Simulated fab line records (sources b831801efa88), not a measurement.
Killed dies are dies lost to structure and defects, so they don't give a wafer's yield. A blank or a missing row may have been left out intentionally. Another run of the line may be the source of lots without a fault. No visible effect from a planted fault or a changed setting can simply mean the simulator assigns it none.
Which tool was responsible? | flow gf180mcu | Sampling: 6 lots, 18 wafers, 3 of 602 route steps

== WHAT EACH GAUGE READ, for each wafer ==
GF_V5_CD_MEAS_14: target cd 260 nm.
lot  | measured     | on        | cd_nm (nm)
L425 | day 27 15:20 | cd_sem-01 | 261.5 260.3 260.1
L427 | day 28 13:55 | cd_sem-01 | 258.9 260.2 259.4
L431 | day 29 15:51 | cd_sem-02 | 260.3 259.8 259.5
L433 | day 30 08:18 | cd_sem-01 | 259.8 260.2 259.5
L443 | day 32 20:48 | cd_sem-02 | 260.9 260.7 262.2
L445 | day 33 08:07 | cd_sem-02 | 269.3 269.0 268.3

== WHAT TOOL EACH LOT RAN ON (gives the tool, then ch and the chambers of the sampled wafers, and finally the start) ==
lot  | GF_MIM_SPUTTER_02            | GF_V5_PEB_12
L425 | pvd_sputter-04, day 25 00:14 | litho_track-04 ch 0, day 27 14:59
L427 | pvd_sputter-04, day 25 22:29 | litho_track-01 ch 0, day 28 13:34
L431 | pvd_sputter-03, day 27 04:11 | litho_track-03 ch 0, day 29 15:30
L433 | pvd_sputter-04, day 27 20:18 | litho_track-03 ch 0, day 30 07:57
L443 | pvd_sputter-01, day 30 15:35 | litho_track-03 ch 0, day 32 20:27
L445 | pvd_sputter-04, day 31 04:25 | litho_track-03 ch 0, day 33 07:47
- GF_MIM_SPUTTER_02: material AlCu, target thk 450 nm, time 23.9 s.
- GF_V5_PEB_12: peb time 90 s.

== THE ANSWER, worked out from the rows above alone ==
Rule: the usual values come from the lots themselves. The widest of any qualifying gaps counts: lots, ordered by their means at a reading, are off when they make up no more than a third of the lots, leave a main group of 4 or more, and stand apart from it by 3 or more times the standard deviation of that group's means. A main group is skipped when, at the precision printed for the reading in the tables above, its means are all equal. A lot without any number at a reading at which 4 lots or more have one is off too. All remaining lots with rows at the step are treated as sound.
Off: L445, at GF_V5_CD_MEAS_14 (cd_nm). Main group: mean 260.2 nm, sd 0.64.
A tool fits if, at a process step before that reading, it ran every lot that is off, and no sound lot after the first of them. Gauges at GF_V5_CD_MEAS_14: tried the same way as those tools. Can't be told from this: 3 tools fit, pvd_sputter-04 at GF_MIM_SPUTTER_02, litho_track-03 at GF_V5_PEB_12, cd_sem-02 at GF_V5_CD_MEAS_14.

== WHAT THE SIMULATOR HAD INSERTED ==
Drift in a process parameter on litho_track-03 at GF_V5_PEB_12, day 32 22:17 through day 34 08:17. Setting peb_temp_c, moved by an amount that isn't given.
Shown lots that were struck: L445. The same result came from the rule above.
